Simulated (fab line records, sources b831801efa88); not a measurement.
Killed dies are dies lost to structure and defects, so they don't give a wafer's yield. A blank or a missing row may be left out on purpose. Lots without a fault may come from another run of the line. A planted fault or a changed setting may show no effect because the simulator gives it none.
fab line records | flow sky130
record lots=7 wafers=21 last_day=49
route steps=708 shown METAL5@666 PAD_OPEN@708
lots that met no fault: from a run of the same line without faults
start_h: hours from the record's first day to the start of the lot's first wafer shown | wait_h: hours since the lot's step before | " the same as in the row above | L1.1+2: a row that stands for several wafers | - no value, or no start given | * or withheld: withheld | < > ~ a bound
route shown NAME@n: a module of which the file shows steps, and the number in the route of the first | usual: mean/standard deviation of fault-free wafers | same: alike in all rows | chamber/n: place in a boat | sites: the reading at each site | _std_site: their standard deviation | _edge_site: outer sites' mean less inner sites' | radius_mm: how far each site lies from the wafer's centre | mask NAME#n: copy n | behind: the tool/chamber that last shaped the wafer | hold: why the lot was held/for how many hours/how that ended | device: the transistor (n, p or np) that didn't switch | end of line: the same wafers' tests at the end of the route | a step without rows: its recipe alone | killed: dies lost to structure and defects at the first sort, not the wafer's yield | map: a wafer's dies, x killed, . not, _ none there
set.NAME: the setting as run; set.NAME@STEP: as run at that earlier step | model.NAME: the simulator's own value behind a step, which no gauge read
lots at some steps of the route; a table a step, a row a wafer
services: from which hour (start_h, from the record's first day; less than 0 if before it) a tool's chamber was out of use, for how many hours, and why
## steps
# step SKY_METAL5_RS_MEAS_05
# recipe thk_meas_gauge=four-point-probe reads=TiN_of_METAL5_SPUTTER_04+Ti_of_METAL5_SPUTTER_03+AlCu_of_METAL5_SPUTTER_02+TiN_of_METAL5_SPUTTER_01+Ti_of_METAL5_SPUTTER_00
# usual METAL5_ALCU_RS=0.02708/0.00022
# columns lot.wafer tool chamber start_h wait_h METAL5_ALCU_RS[ohm/sq]
L512.1 film_metro-01 - 1075.01 0.0 0.02709
L512.4 " - " " 0.02711
L512.5 " - " " 0.02702
L513.2 film_metro-01 - 1076.30 0.0 0.02721
L513.3 " - " " 0.0272
L513.4 " - " " 0.02728
L514.2 film_metro-04 - 1086.11 0.0 0.02699
L514.3 " - " " 0.02702
L514.6 " - " " 0.02702
L519.3 film_metro-01 - 1117.88 0.1 0.02698
L519.5 " - " " 0.02711
L519.6 " - " " 0.02687
L520.1 film_metro-02 - 1125.82 0.0 0.02687
L520.3 " - " " 0.02686
L520.5 " - " " 0.02686
L522.2 film_metro-02 - 1130.44 0.0 0.02739
L522.4 " - " " 0.02721
L522.5 " - " " 0.02712
L523.2 film_metro-01 - 1131.60 0.0 0.02702
L523.3 " - " " 0.02702
L523.5 " - " " 0.02711
# step SKY_METAL5_THK_MEAS_06
# recipe thk_meas_gauge=xrf reads=AlCu_of_METAL5_SPUTTER_02
# usual METAL5_ALCU_THK=1114/16
# columns lot.wafer tool chamber start_h wait_h METAL5_ALCU_THK[nm]
L512.1 film_metro-01 - 1075.13 0.1 1109
L512.4 " - " " 1104
L512.5 " - " " 1113
L513.2 film_metro-01 - 1076.41 0.1 1101
L513.3 " - " " 1096
L513.4 " - " " 1094
L514.2 film_metro-04 - 1086.22 0.1 1116
L514.3 " - " " 1110
L514.6 " - " " 1116
L519.3 film_metro-01 - 1117.98 0.1 1113
L519.5 " - " " 1108
L519.6 " - " " 1121
L520.1 film_metro-02 - 1125.94 0.1 1150
L520.3 " - " " 1146
L520.5 " - " " 1148
L522.2 film_metro-02 - 1130.55 0.1 1118
L522.4 " - " " 1125
L522.5 " - " " 1139
L523.2 film_metro-01 - 1131.71 0.1 1116
L523.3 " - " " 1106
L523.5 " - " " 1108
# step SKY_METAL5_DEHYDRATE_07
# recipe temp_c=200 time_s=60
# step SKY_METAL5_HMDS_08
# recipe prime_time_s=60 prime_temp_c=120
# step SKY_METAL5_COAT_09
# recipe resist=NOVOLAK spin_rpm=3000 resist_thk_nm=1800
# step SKY_METAL5_SOFTBAKE_10
# recipe temp_c=90 time_s=60 resist=NOVOLAK
# step SKY_METAL5_EXPOSE_11
# recipe mask_id=MM5 na=0.6 source_shape=conventional sigma_outer=0.6 polarization=unpolarized target_cd_nm=1600 dose_mj=190
# step SKY_METAL5_PEB_12
# recipe temp_c=withheld time_s=* resist=NOVOLAK
# step SKY_METAL5_DEVELOP_13
# recipe resist=NOVOLAK developer=TMAH develop_time_s=60 dev_temp_c=23
# step SKY_METAL5_DESCUM_14
# recipe chemistry=O2 source_power_w=150 bias_power_w=0 pressure_mtorr=10 temp_c=40 time_s=11
# usual drypump_motor_current_A=5.8/0.6 oes_product_au=1.002/0.0087
# columns lot.wafer tool chamber start_h wait_h drypump_motor_current_A oes_product_au rf_hours_counter_h
L512.1 rie_metal-01 1 1095.29 0.1 6.6 0.996 18
L512.4 " 0 " " 6.1 0.997 -
L512.5 " 0 " " 6.1 0.999 -
L513.2 rie_metal-03 1 1096.80 0.1 5.0 1.004 22
L513.3 " 0 " " 5.2 1.001 -
L513.4 " 1 " " 5.0 1.004 -
L514.2 rie_metal-03 1 1107.25 0.1 5.0 0.992 23
L514.3 " 0 " " 5.2 0.999 -
L514.6 " 0 " " 5.2 1.008 -
L519.3 rie_metal-04 0 1136.57 0.1 6.3 1.017 -
L519.5 " 0 " " 6.3 1.008 -
L519.6 " 1 " " 5.8 1.001 -
L520.1 rie_metal-03 0 1144.04 0.1 5.2 1.006 19
L520.3 " 1 " " 5.0 1.007 -
L520.5 " 0 " " 5.2 1.006 -
L522.2 rie_metal-01 0 1148.24 0.1 6.1 0.995 13
L522.4 " 1 " " 6.6 0.995 -
L522.5 " 0 " " 6.1 0.998 -
L523.2 rie_metal-03 1 1150.43 0.1 5.0 1.019 27
L523.3 " 0 " " 5.2 1.016 -
L523.5 " 0 " " 5.2 1.016 -
# step SKY_METAL5_METAL_ETCH_15
# recipe target_depth_a=12600 stop_on=SiO2 over_etch_frac=0.2 time_s=252 chemistry=Cl2/BCl3 resist_sidewall_deg=86 pressure_mtorr=10 icp_w=900 bias_w=48.5 Cl2_flow_sccm=60 bcl3_flow_sccm=30
# usual drypump_motor_current_A=5.8/0.61 oes_product_au=0.894/0.0047 throttle_valve_pct=22.265/0.0078
# columns lot.wafer tool chamber start_h wait_h drypump_motor_current_A oes_product_au rf_hours_counter_h throttle_valve_pct
L512.1 rie_metal-01 1 1095.33 0.0 6.6 0.894 18 22.266
L512.4 " 0 " " 6.1 0.894 - 22.280
L512.5 " 0 " " 6.1 0.885 - 22.253
L513.2 rie_metal-03 1 1096.84 0.0 5.0 0.889 22 22.266
L513.3 " 0 " " 5.2 0.888 - 22.259
L513.4 " 1 " " 5.0 0.892 - 22.275
L514.2 rie_metal-03 1 1107.29 0.0 5.0 0.892 23 22.280
L514.3 " 0 " " 5.2 0.894 - 22.257
L514.6 " 0 " " 5.2 0.890 - 22.282
L519.3 rie_metal-04 0 1136.67 0.1 6.3 0.893 - 22.254
L519.5 " 0 " " 6.3 0.895 - 22.287
L519.6 " 1 " " 5.7 0.893 - 22.254
L520.1 rie_metal-03 0 1144.08 0.0 5.2 0.893 19 22.259
L520.3 " 1 " " 5.0 0.883 - 22.276
L520.5 " 0 " " 5.2 0.894 - 22.268
L522.2 rie_metal-01 0 1148.28 0.0 6.1 0.889 13 22.276
L522.4 " 1 " " 6.6 0.889 - 22.282
L522.5 " 0 " " 6.1 0.883 - 22.274
L523.2 rie_metal-03 1 1150.47 0.0 5.0 0.897 27 22.278
L523.3 " 0 " " 5.2 0.891 - 22.266
L523.5 " 0 " " 5.2 0.897 - 22.259
# step SKY_METAL5_STRIP_16
# recipe chemistry=O2/N2 power_w=1400 pressure_mtorr=1500 platen_temp_c=withheld o2_flow_sccm=3000 n2_flow_sccm=300 overash_fraction=0.5
# usual chamber_pressure_mTorr=1500.1/1.5 drypump_motor_current_A=5.9/0.47 oes_product_au=0.711/0.0045 strip_time_to_endpoint_s=13.04/0.13
# columns lot.wafer tool chamber start_h wait_h chamber_pressure_mTorr drypump_motor_current_A oes_product_au rf_hours_counter_h strip_time_to_endpoint_s
L512.1 plasma_asher-01 0 1095.56 0.2 1503.1 6.7 0.712 36 13.21
L512.4 " 1 " " 1499.1 5.7 0.711 - 13.17
L512.5 " 1 " " 1503.1 5.7 0.713 - 13.22
L513.2 plasma_asher-01 1 1097.07 0.2 1499.7 5.8 0.708 36 13.00
L513.3 " 1 " " 1501.3 5.8 0.712 - 12.92
L513.4 " 0 " " 1498.2 6.7 0.708 - 12.90
L514.2 plasma_asher-01 0 1107.52 0.2 1501.1 6.7 0.711 37 12.98
L514.3 " 0 " " 1498.2 6.7 0.713 - 12.91
L514.6 " 1 " " 1501.4 5.7 0.711 - 12.95
L519.3 plasma_asher-01 0 1136.86 0.1 1500.6 6.6 0.710 - 12.99
L519.5 " 1 " " 1500.4 5.8 0.714 - 13.15
L519.6 " 0 " " 1498.6 6.7 0.705 - 13.06
L520.1 plasma_asher-02 0 1144.31 0.2 1500.1 5.4 0.710 8 12.98
L520.3 " 0 " " 1502.0 5.4 0.712 - 13.03
L520.5 " 1 " " 1498.4 6.2 0.713 - 13.02
L522.2 plasma_asher-01 0 1148.51 0.2 1501.2 6.7 0.716 40 12.98
L522.4 " 0 " " 1499.3 6.7 0.706 - 13.10
L522.5 " 1 " " 1500.0 5.7 0.709 - 13.10
L523.2 plasma_asher-03 1 1150.70 0.2 1498.3 5.5 0.711 108 13.03
L523.3 " 1 " " 1497.1 5.5 0.711 - 12.84
L523.5 " 1 " " 1498.2 5.5 0.708 - 12.91
# step SKY_METAL5_STRIP_17
# recipe chemistry=post_etch_residue_remover time_s=1200 temp_c=72.5
# usual bath_guard_temp_C=72.4/0.57 bath_heat_duty_pct=15.0/1.7
# columns lot.wafer tool chamber start_h wait_h bath_guard_temp_C bath_heat_duty_pct
L512.1 wet_bench-02 3 1095.66 0.1 - -
L512.4 " 3 " " - -
L512.5 " 3 " " - -
L513.2 wet_bench-01 3 1097.17 0.1 - -
L513.3 " 3 " " - -
L513.4 " 3 " " - -
L514.2 wet_bench-02 1 1107.62 0.1 - -
L514.3 " 1 " " - -
L514.6 " 1 " " - -
L519.3 wet_bench-02 1 1137.06 0.2 71.7 15.1
L519.5 " 1 " " 72.3 14.5
L519.6 " 1 " " 72.3 14.3
L520.1 wet_bench-03 2 1144.41 0.1 72.7 16.3
L520.3 " 2 " " 72.6 17.1
L520.5 " 2 " " 72.7 16.3
L522.2 wet_bench-02 2 1148.61 0.1 72.0 14.2
L522.4 " 2 " " 72.0 14.3
L522.5 " 2 " " 72.4 14.9
L523.2 wet_bench-02 2 1150.80 0.1 72.2 14.8
L523.3 " 2 " " 72.0 15.8
L523.5 " 2 " " 71.9 13.8
# step SKY_METAL5_CLEAN_18
# recipe chemistry=IPA time_s=180 temp_c=25
# step SKY_PAD_OPEN_PROBE_99
# usual defect_limited_yield=82.2/1.9 killed_at_M0_to_M3=44/6.6 killed_at_M4_up=3.4/1.9 killed_at_contacts=25/5.6 killed_at_front_end=15/4.6 killed_at_other=0.3/0.6 killed_dies=88/9.5 killed_open=47/7.1 killed_short=40/6.4 sort_bin_3_pad_short=1.0/0.47 sort_bin_5_function=10.4/1.4 sort_bin_6_memory=6.4/1.1 sort_n_pass=404/9.5 sort_yield_pct=82.2/1.9
# same gross_dies=492 killed_at_back_side=0 sort_bin_4_leakage[%]=0 sort_bin_8_speed[%]=0
# columns lot.wafer tool chamber start_h wait_h defect_limited_yield[%] killed_at_M0_to_M3 killed_at_M4_up killed_at_contacts killed_at_front_end killed_at_other killed_dies killed_open killed_short sort_bin_3_pad_short[%] sort_bin_5_function[%] sort_bin_6_memory[%] sort_n_pass sort_yield_pct[%] model.etest.met5_comb.leak_log10_a_um
L512.1 prober-02 - 1137.41 0.1 81.5 48 7 23 13 0 91 41 49 1.2 10.6 6.7 401 81.5 -11.64
L512.4 prober-02 - 1137.56 0.2 84.3 37 2 20 18 0 77 50 26 1.6 9.6 4.5 415 84.3 -11.62
L512.5 prober-02 - 1137.61 0.2 83.5 44 3 20 14 0 81 45 35 0.8 8.5 7.1 411 83.5 -11.62
L513.2 prober-01 - 1139.58 0.1 80.7 46 4 22 23 0 95 56 39 0.2 11.4 7.7 397 80.7 -11.51
L513.3 prober-01 - 1139.63 0.2 78.9 55 2 30 17 0 104 55 49 1.4 12.4 7.3 388 78.9 -11.56
L513.4 prober-01 - 1139.68 0.2 83.3 38 5 23 16 0 82 39 42 0.6 9.6 6.5 410 83.3 -11.6
L514.2 prober-02 - 1148.87 0.1 82.1 45 2 19 21 1 88 47 39 0.6 11.0 6.3 404 82.1 -11.7
L514.3 prober-02 - 1148.92 0.2 85.0 40 7 15 12 0 74 38 36 0.6 10.4 4.1 418 85.0 -11.6
L514.6 prober-02 - 1149.07 0.2 81.5 43 2 29 17 0 91 54 37 0.8 10.6 7.1 401 81.5 -11.75
L519.3 prober-01 - 1175.86 0.2 82.1 48 7 24 9 0 88 41 47 1.2 10.8 5.9 404 82.1 -11.99
L519.5 prober-01 - 1175.96 0.2 82.3 47 3 15 19 3 87 36 49 1.6 8.7 7.3 405 82.3 -11.8
L519.6 prober-01 - 1176.01 0.2 81.1 39 6 24 24 0 93 44 49 1.0 12.6 5.3 399 81.1 -11.9
L520.1 prober-02 - 1182.44 0.1 83.5 39 5 20 16 1 81 46 35 1.2 10.6 4.7 411 83.5 -12.2
L520.3 prober-02 - 1182.54 0.2 86.4 40 3 13 11 0 67 40 27 0.2 8.3 5.1 425 86.4 -11.94
L520.5 prober-02 - 1182.64 0.2 81.9 39 4 29 16 1 89 47 42 0.6 9.6 7.9 403 81.9 -12.06
L522.2 prober-01 - 1185.72 0.1 80.9 44 10 20 20 0 94 49 45 1.0 10.4 7.7 398 80.9 -12
L522.4 prober-01 - 1185.82 0.2 81.1 37 3 28 25 0 93 50 43 1.0 10.6 7.3 399 81.1 -11.97
L522.5 prober-01 - 1185.87 0.2 84.3 42 1 22 12 0 77 41 36 1.0 10.0 4.7 415 84.3 -11.76
L523.2 prober-02 - 1187.22 0.1 83.7 37 2 25 16 0 80 43 37 1.2 8.7 6.3 412 83.7 -12.1
L523.3 prober-02 - 1187.27 0.2 79.9 54 5 30 10 0 99 48 51 1.0 12.4 6.7 393 79.9 -11.94
L523.5 prober-02 - 1187.37 0.2 79.5 43 5 31 22 0 101 59 42 0.6 10.8 9.1 391 79.5 -12.09
# killed by level:class
L512.1 VIA1:geometric_particle:open=14 VIA1:geometric_particle:short=8 CONTACT:geometric_particle:open=7 POLY_GATE:geometric_particle:short=6 METAL2:geometric_particle:short=5 LOCAL_INTERCONNECT:geometric_particle:short=5 CONTACT:geometric_particle:short=5 METAL1:geometric_particle:short=5
L512.4 LI_CONTACT:geometric_particle:open=10 VIA1:geometric_particle:open=9 CONTACT:geometric_particle:open=8 POLY_GATE:geometric_particle:open=6 VIA1:geometric_particle:short=6 VIA2:geometric_particle:open=5 VIA3:geometric_particle:short=5 VIA3:geometric_particle:open=4
L512.5 VIA1:geometric_particle:open=13 CONTACT:geometric_particle:open=8 LI_CONTACT:geometric_particle:open=6 VIA2:geometric_particle:open=5 VIA3:geometric_particle:short=5 LI_CONTACT:geometric_particle:short=4 VIA1:geometric_particle:short=4 VIA3:geometric_particle:open=4
L513.2 VIA1:geometric_particle:open=12 VIA2:geometric_particle:open=10 CONTACT:geometric_particle:open=9 FIELD_ISO:geometric_particle:short=8 LI_CONTACT:geometric_particle:open=7 FIELD_ISO:geometric_particle:open=5 METAL2:geometric_particle:short=5 VIA3:geometric_particle:open=5
L513.3 VIA1:geometric_particle:open=16 CONTACT:geometric_particle:open=12 VIA1:geometric_particle:short=9 LI_CONTACT:geometric_particle:open=7 METAL3:geometric_particle:short=7 VIA2:geometric_particle:short=6 LI_CONTACT:geometric_particle:short=5 VIA3:geometric_particle:open=5
L513.4 LI_CONTACT:geometric_particle:open=8 FIELD_ISO:geometric_particle:short=7 CONTACT:geometric_particle:open=7 VIA3:geometric_particle:open=7 VIA3:geometric_particle:short=5 VIA1:geometric_particle:open=5 METAL2:geometric_particle:short=5 METAL4:geometric_particle:short=5
L514.2 VIA1:geometric_particle:open=9 CONTACT:geometric_particle:open=8 VIA2:geometric_particle:open=8 FIELD_ISO:geometric_particle:short=7 METAL1:geometric_particle:short=6 FIELD_ISO:geometric_particle:open=4 CONTACT:geometric_particle:short=4 METAL2:geometric_particle:short=4
L514.3 VIA3:geometric_particle:open=6 LI_CONTACT:geometric_particle:open=5 VIA2:geometric_particle:open=5 CONTACT:geometric_particle:open=5 VIA1:geometric_particle:open=5 METAL2:geometric_particle:short=5 VIA2:geometric_particle:short=5 METAL3:geometric_particle:short=5
L514.6 VIA1:geometric_particle:open=13 LI_CONTACT:geometric_particle:open=12 METAL1:geometric_particle:short=8 FIELD_ISO:geometric_particle:open=7 CONTACT:geometric_particle:open=7 FIELD_ISO:geometric_particle:short=6 CONTACT:geometric_particle:short=5 METAL2:geometric_particle:short=5
L519.3 CONTACT:geometric_particle:open=9 METAL1:geometric_particle:short=8 VIA1:geometric_particle:open=8 METAL4:geometric_particle:short=7 VIA3:geometric_particle:open=7 VIA1:geometric_particle:short=5 METAL2:geometric_particle:short=5 VIA2:geometric_particle:open=5
L519.5 METAL2:geometric_particle:short=8 VIA3:geometric_particle:open=7 METAL1:geometric_particle:short=7 POLY_GATE:geometric_particle:short=6 LI_CONTACT:geometric_particle:open=5 VIA1:geometric_particle:open=5 VIA2:geometric_particle:open=5 VIA1:geometric_particle:short=4
L519.6 CONTACT:geometric_particle:open=10 VIA3:geometric_particle:open=8 FIELD_ISO:geometric_particle:short=6 POLY_CUT:geometric_particle:short=5 METAL1:geometric_particle:short=5 FIELD_ISO:geometric_particle:open=4 LI_CONTACT:geometric_particle:short=4 LOCAL_INTERCONNECT:geometric_particle:short=4
L520.1 CONTACT:geometric_particle:open=11 METAL1:geometric_particle:short=10 FIELD_ISO:geometric_particle:open=7 VIA1:geometric_particle:open=7 LI_CONTACT:geometric_particle:open=5 VIA3:geometric_particle:open=5 VIA2:geometric_particle:open=4 METAL1:geometric_particle:open=4
L520.3 VIA1:geometric_particle:open=9 VIA3:geometric_particle:open=8 CONTACT:geometric_particle:open=5 VIA2:geometric_particle:open=5 METAL2:geometric_particle:short=4 FIELD_ISO:geometric_particle:open=3 LI_CONTACT:geometric_particle:open=3 METAL1:geometric_particle:short=3
L520.5 CONTACT:geometric_particle:open=13 VIA1:geometric_particle:open=10 LI_CONTACT:geometric_particle:open=6 FIELD_ISO:geometric_particle:open=5 VIA1:geometric_particle:short=5 VIA2:geometric_particle:open=5 FIELD_ISO:geometric_particle:short=4 LOCAL_INTERCONNECT:geometric_particle:short=4
L522.2 VIA2:geometric_particle:open=10 VIA1:geometric_particle:open=9 FIELD_ISO:geometric_particle:short=7 METAL4:geometric_particle:short=7 LI_CONTACT:geometric_particle:open=7 VIA1:geometric_particle:short=5 CONTACT:geometric_particle:open=5 VIA3:geometric_particle:open=5
L522.4 LI_CONTACT:geometric_particle:open=14 POLY_GATE:geometric_particle:short=9 FIELD_ISO:geometric_particle:open=7 VIA2:geometric_particle:open=6 CONTACT:geometric_particle:open=6 METAL1:geometric_particle:short=6 METAL2:geometric_particle:short=6 VIA1:geometric_particle:open=5
L522.5 VIA1:geometric_particle:open=14 METAL2:geometric_particle:short=9 LI_CONTACT:geometric_particle:open=7 CONTACT:geometric_particle:open=6 METAL3:geometric_particle:short=5 LI_CONTACT:geometric_particle:short=4 METAL1:geometric_particle:short=4 VIA2:geometric_particle:open=4
L523.2 VIA1:geometric_particle:open=10 LI_CONTACT:geometric_particle:open=9 CONTACT:geometric_particle:open=8 METAL2:geometric_particle:short=6 VIA1:geometric_particle:short=5 VIA3:geometric_particle:open=4 CONTACT:geometric_particle:short=4 FIELD_ISO:geometric_particle:short=3
L523.3 VIA1:geometric_particle:open=10 CONTACT:geometric_particle:open=9 VIA3:geometric_particle:short=8 CONTACT:geometric_particle:short=7 LOCAL_INTERCONNECT:geometric_particle:short=6 METAL2:geometric_particle:short=6 VIA2:geometric_particle:open=6 LI_CONTACT:geometric_particle:open=5
L523.5 VIA1:geometric_particle:open=12 POLY_GATE:geometric_particle:open=9 CONTACT:geometric_particle:open=9 LI_CONTACT:geometric_particle:open=8 LI_CONTACT:geometric_particle:short=8 VIA3:geometric_particle:open=8 FIELD_ISO:geometric_particle:open=6 METAL1:geometric_particle:short=6
## services
# columns tool chamber start_h hours kind
rie_metal-04 - 1094.69 0.5 repair
plasma_asher-01 - 1097.38 1.3 repair
rie_metal-04 - 1111.92 4.0 pm
rie_metal-04 - 1124.09 1.4 pm
rie_metal-04 - 1140.92 0.3 repair
## key
first_sign step=SKY_METAL5_STRIP_17 reading=tool_record direction=missing
effect none on later readings
model_effect step=SKY_PAD_OPEN_PROBE_99 value=etest.met5_comb.leak_log10_a_um without=-12.02 struck=-11.62
met_at SKY_METAL5_STRIP_17
struck_wafers L512.1,L512.4,L512.5,L513.2,L513.3,L513.4,L514.2,L514.3,L514.6
fault kind=skipped_step_whole tool=wet_bench-01,wet_bench-02 chamber=- onset_h=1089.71 steps=SKY_METAL5_STRIP_17 scope=struck_lots_only
